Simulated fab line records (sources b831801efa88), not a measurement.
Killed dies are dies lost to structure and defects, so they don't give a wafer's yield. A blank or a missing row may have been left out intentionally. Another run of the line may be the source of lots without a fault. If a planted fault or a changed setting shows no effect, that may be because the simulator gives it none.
Code-filled problem report in 8D (eight disciplines) form | flow sky130 | the parts of the form that need people (team, actions taken, sign-off) are left out

## 1. THE PROBLEM
Wafers without a fault read 100 s, standard deviation 4.8; time to endpoint s at SKY_VIA2_CMP_24 reads a mean of 55 s on 6 wafers belonging to 2 lots. Measured from the usual mean, that is -9.4 standard deviations.
The step: polishes, stops on SiO2, t overpolish 20 s, target thk 0 nm.
First observed at day 42 02:28: wafer L126.1, on cmp-01. At this step, 18 wafers from 6 lots have a number in the record. Rule for "out" (also "out of limits"): further than 4 standard deviations from the usual mean. All remaining wafers that have a number are taken as sound.

## 2. WHAT THIS IS AND IS NOT
question                    | is                     | is not
which readings at this step | time to endpoint s     | motor current A
which lots                  | L126, L128             | L113, L114, L129, L131
which wafers of those lots  | all that have a number | -
read on which tools         | cmp-01                 | cmp-02
when                        | from day 42 02:28      | up to then (6 sound wafers); but 6 sound wafers of L129, L131 came after

## 3. WHAT RULES OUT EACH SUSPECT
Counting: a tool stays on the suspect list if, at a process step up to the reading, it processed all lots that are out and no sound lot following the first of them.
- cmp-01 at SKY_VIA2_CMP_24 (polishes, stops on SiO2, t overpolish 20 s, target thk 0 nm): kept. All lots that are out passed through it, beginning with L126 at day 42 02:28, and no sound lot followed; its final sound lot before that point was L113 at day 36 10:38. Its own readings are out on those wafers: time to endpoint s.
Remaining after the count: cmp-01 at SKY_VIA2_CMP_24.

## 4. THE CAUSE (what the simulator had put in)
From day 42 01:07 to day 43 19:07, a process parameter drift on cmp-01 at SKY_VIA2_CMP_24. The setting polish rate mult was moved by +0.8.
Counting left only this tool.

## 5. THE EFFECT CHAIN, in route order
One row per reading whose mean, taken over the struck wafers that have a number, lies over 3 standard deviations from the usual. Scope: only readings with a usual standard deviation given in the record; hours: median across lots of the time from each lot's start at the first step in this table that gives one to its start at this step; sigmas: change in usual standard deviations.
hours | step            | reading            | usual | on struck wafers | change | sigmas
0     | SKY_VIA2_CMP_24 | time to endpoint s | 100 s | 55               | -45    | -9.4
The process steps in it:
- SKY_VIA2_CMP_24: polishes, stops on SiO2, t overpolish 20 s, target thk 0 nm.
At these later measuring or inspecting steps, every struck wafer for which the step has a row has a number for every such reading, and none has moved that far: SKY_CAPM_THK_MEAS_01, SKY_CAPM_RS_MEAS_03, SKY_CAPM_THK_MEAS_04, SKY_CAPM_OVL_MEAS_12.

## 6. HOW IT WOULD HAVE BEEN CAUGHT EARLIER
In this record the first reading out of limits was taken at day 42 02:28, 1 hour after the fault began at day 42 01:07.
